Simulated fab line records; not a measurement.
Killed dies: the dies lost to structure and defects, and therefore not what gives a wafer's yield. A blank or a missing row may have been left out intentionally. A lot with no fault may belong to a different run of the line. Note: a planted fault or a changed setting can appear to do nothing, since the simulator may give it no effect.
8D (eight disciplines) problem report, filled in by code || flow sky130 || the parts of the form that need people (team, actions taken, sign-off) are left out

== 1. WHAT WENT WRONG ==
Wafers without a fault read 170.1 nm, standard deviation 1.4; cd-nm at SKY_CONTACT_CD_MEAS_14 reads a mean of 103.2 nm on 4 wafers belonging to 3 lots. Relative to the usual mean, that is a shift of -48 standard deviations.
The step: target cd 170 nm.
The first sign was on wafer L751.1 at day 36 21:01, on cd-sem-02. Wafers with a number at this step in the record: 38, from 13 lots. Rule for "out", or "out of limits": more than 4 standard deviations from the usual mean. The other wafers with a number count as sound.

== 2. WHAT IT IS; WHAT IT IS NOT ==
{"question": "which readings at this step", "is": "cd-nm", "is not": "-"}
{"question": "which lots", "is": "L750, L751, L752", "is not": "L735, L736, L737, L739, L740, L741, L743, L754, L756, L757"}
{"question": "which wafers of those lots", "is": "L750.1, L750.2, L751.1, L752.1", "is not": "L750.4, L751.4, L751.5, L752.5"}
{"question": "read on which gauges", "is": "cd-sem-02", "is not": "cd-sem-01"}
{"question": "when", "is": "from day 36 21:01", "is not": "up to then (23 sound wafers); but 11 sound wafers of L750, L752, L754, L756, L757 came after"}

== 3. WHAT RULES OUT EACH SUSPECT ==
Counting: any tool at a process step up to the reading remains a suspect provided it ran every lot that is out. Sound lots after the first of them don't rule it out here, since some wafers of a struck lot are sound.
- the gauge at SKY_CONTACT_CD_MEAS_14 is ruled out. All the wafers that are out were read on cd-sem-02, but those of them that SKY_PAD_OPEN_PROBE_99 has rows for are out there too, on other tools.
- krf-scanner-01 at SKY_CONTACT_EXPOSE_11 (exposes mask CTM1, target cd 170 nm): kept. It ran every lot that is out, first L751 (day 36 08:02); its last sound lot up to then is L743 (day 34 05:58).
The count leaves krf-scanner-01 at SKY_CONTACT_EXPOSE_11.

== 4. THE CAUSE (what the simulator had put in) ==
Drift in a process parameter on krf-scanner-01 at SKY_CONTACT_EXPOSE_11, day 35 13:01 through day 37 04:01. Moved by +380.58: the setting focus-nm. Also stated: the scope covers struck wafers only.
The count eliminated every tool but this one.

== 5. THE EFFECT CHAIN, in route order ==
One row per reading whose mean, taken over the struck wafers that have a number, lies over 3 standard deviations from the usual. Only readings whose record carries a usual standard deviation are examined. hours: median over the lots of the time between each lot's start at the first step of this table that gives one and its start at this step. sigmas: the change, counted in usual standard deviations.
{"hours": 0, "step": "SKY_CONTACT_CD_MEAS_14", "reading": "cd-nm", "usual": "170.1 nm", "on struck wafers": 103.2, "change": -66.9, "sigmas": -48}
{"hours": 306, "step": "SKY_PAD_OPEN_PROBE_99", "reading": "killed-at-contacts", "usual": 24, "on struck wafers": 430, "change": "+406", "sigmas": "+77"}
{"hours": 306, "step": "SKY_PAD_OPEN_PROBE_99", "reading": "killed-dies", "usual": 87, "on struck wafers": 492, "change": "+405", "sigmas": "+44"}
{"hours": 306, "step": "SKY_PAD_OPEN_PROBE_99", "reading": "killed-on-rim", "usual": 17, "on struck wafers": 96, "change": "+79", "sigmas": "+19"}
It contains these process steps:
- SKY_PAD_OPEN_PROBE_99

== 6. WHAT WOULD HAVE CAUGHT IT SOONER ==
Counted from the fault's start at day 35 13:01, it took 32 hours until the first out-of-limits reading at a measuring or inspecting step in this record, taken at day 36 21:01.
Tool readings at SKY_CONTACT_EXPOSE_11 with a usual standard deviation given in the record: none out on any struck wafer, hence no alarm at a limit of 4 standard deviations on them.
By day 36 21:01 the whole set of lots that are out, 3 in number, had already begun SKY_CONTACT_EXPOSE_11 on krf-scanner-01. Had the tool been put on hold then, not one of them would have been saved.
